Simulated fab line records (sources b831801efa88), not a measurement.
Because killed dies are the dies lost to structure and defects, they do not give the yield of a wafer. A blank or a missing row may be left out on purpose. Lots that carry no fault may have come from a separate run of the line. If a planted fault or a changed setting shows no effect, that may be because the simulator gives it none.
A lot that was struck, set against a sound lot | flow gf180mcu | 14 out of 602 route steps
Sound: these wafers, L474.2, L474.4, L474.5. Wafers struck: L495.3, L495.4, L495.6. Last of all comes the cause.
At each step with rows: each side's tool, then ch and its chambers, then its first start. Under that, the readings that differ: sound wafers | struck wafers | difference of the means | sigmas: that difference in standard deviations of wafers without a fault.
alike: a reading whose means differ by less than 2 such deviations, as well as words and numbers matching on both sides. not compared: withheld readings; readings where some wafer has no value; bounds like >300 that might hide an equal value; numbers whose values overlap and for which the record gives no deviation.
The two part at a step that has a row with sigmas, a row that says differs or no value, or rows on one side only. Numbers that don't overlap but have no deviation are shown without sigmas and don't part them. A reading missing from all wafers of one side parts the sides only when that side holds two or more wafers.

first, 1 step without rows for these wafers: GF_V1_CVD_00 (deposits SiO2, target thk 600 nm, time 100 s).
GF_V1_THK_MEAS_01:
  sound on film_metro-02, day 18 01:53; struck on film_metro-03, day 25 06:29
  alike: V1_CVD_00_THK
GF_V1_CVD_02: deposits SiO2 from TEOS, target thk 850 nm, time 94.851 s.
  sound on pecvd-01 ch 0,2, day 18 01:56; struck on pecvd-04 ch 0,1,2, day 25 06:32
  alike: heater_power_w
GF_V1_THK_MEAS_03:
  sound on film_metro-03, day 18 02:01; struck on film_metro-02, day 25 06:37
  alike: V1_CVD_02_THK
GF_V1_CMP_04: polishes SiO2.
  sound on cmp-01 ch 0,2,3, day 18 02:07; struck on cmp-02 ch 0,2,3, day 25 06:40
  alike: edge_zone_pressure_frac, motor_current_A, platen_rpm, time_to_endpoint_s
GF_V1_BOW_MEAS_05:
  sound on film_metro-04, day 18 02:23; struck on film_metro-04, day 25 07:00
  alike: V1_BOW
then, 6 steps without rows for these wafers: GF_V1_DEHYDRATE_06 (time 60 s); GF_V1_HMDS_07 (prime time 60 s); GF_V1_COAT_08; GF_V1_COAT_09 (resist thk 1000 nm); GF_V1_SOFTBAKE_10 (time 60 s); GF_V1_EXPOSE_11 (exposes mask Via1, target cd 260 nm).
GF_V1_PEB_12: peb time 90 s.
  sound on litho_track-01 ch 0, day 19 02:09; struck on litho_track-03, day 26 03:59
  no value came back on the struck wafers for any of 6 readings (chill_plate_temp_C (C), exhaust_pa (Pa) and others); on the sound wafers chill_plate_temp_C (C) reads 23.15 22.93 22.91
then, 1 step without rows for these wafers: GF_V1_DEVELOP_13 (develop time 60 s).

## WHERE THEY PART
At GF_V1_PEB_12 and nowhere else, as far as this record goes.

WHY: what had been put in by the simulator
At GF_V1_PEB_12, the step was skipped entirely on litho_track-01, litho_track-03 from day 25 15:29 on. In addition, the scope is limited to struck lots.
